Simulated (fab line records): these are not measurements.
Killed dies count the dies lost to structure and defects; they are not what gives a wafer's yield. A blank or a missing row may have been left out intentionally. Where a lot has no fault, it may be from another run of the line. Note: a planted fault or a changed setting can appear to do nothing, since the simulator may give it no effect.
8D (eight disciplines) problem report, filled in by code	flow sfq line	the parts of the form that need people (team, actions taken, sign-off) are left out

== 1. WHAT WENT WRONG ==
Mean I0_OVL at SFQ_I0_OVL_MEAS_908: 40 nm over 6 wafers in 2 lots; fault-free wafers: -1 nm, standard deviation 5. That puts it +8.2 standard deviations away from the usual mean.
First seen on wafer L182.2, day 15 05:13, on overlay-02. The record holds 39 wafers of 13 lots with a number at this step. The rule behind "out" and "out of limits": a value lying over 4 standard deviations away from the usual mean. The rest of the wafers with a number are treated as sound.

== 2. WHAT IT IS AND WHAT IT IS NOT ==
question	is	is not
which readings at this step	I0_OVL	-
which lots	L182, L188	L175, L176, L177, L178, L179, L190, L191, L192, L196, L197, L198
which wafers of those lots	all that have a number	-
read on which gauges	overlay-02	overlay-01
when	from day 15 05:13	up to then (15 sound wafers); but 18 sound wafers of L190, L191, L192, L196, L197, L198 came after

== 3. THE SUSPECTS, EACH WITH WHAT RULES IT OUT ==
Counting: any tool at a process step up to the reading is kept as a suspect provided that every lot that is out went through it and no sound lot did after the first of them.
- the gauge at SFQ_I0_OVL_MEAS_908: kept. All the wafers that are out were read on overlay-02, and no step on other tools shows them out.
- krf scanner-01 at SFQ_TRILAYER_I0_VIA_LITHO_EXPOSE_032 (exposes mask I0, target cd 500 nm): kept. It ran every lot that is out, first L182 (day 15 03:54), and no sound lot after that.
Remaining after the count are krf scanner-01 at SFQ_TRILAYER_I0_VIA_LITHO_EXPOSE_032 and overlay-02 at SFQ_I0_OVL_MEAS_908.

== 4. THE CAUSE (what the simulator had put in) ==
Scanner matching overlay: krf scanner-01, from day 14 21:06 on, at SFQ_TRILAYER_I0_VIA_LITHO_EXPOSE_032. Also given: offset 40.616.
Counting leaves 2 suspects; this tool is one of them.

== 5. SEQUENCE OF EFFECTS, ordered by route ==
One row per reading whose mean, taken over the struck wafers that have a number, lies over 3 standard deviations from the usual. Scope: only readings with a usual standard deviation given in the record; hours: median across lots of the time from each lot's start at the first step in this table that gives one to its start at this step; sigmas: change in usual standard deviations.
hours	step	reading	usual	on struck wafers	change	sigmas
0	SFQ_I0_OVL_MEAS_908	I0_OVL	-1 nm	40	+41	+8.2

== 6. WHAT WOULD HAVE CAUGHT IT SOONER ==
The first out-of-limits reading at a measuring or inspecting step in this record came at day 15 05:13, 8 hours after the fault's start at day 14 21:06.
Among the 2 lots that are out, L188 began SFQ_TRILAYER_I0_VIA_LITHO_EXPOSE_032 on krf scanner-01 after day 15 05:13. A tool hold placed at that time would have kept it from harm.
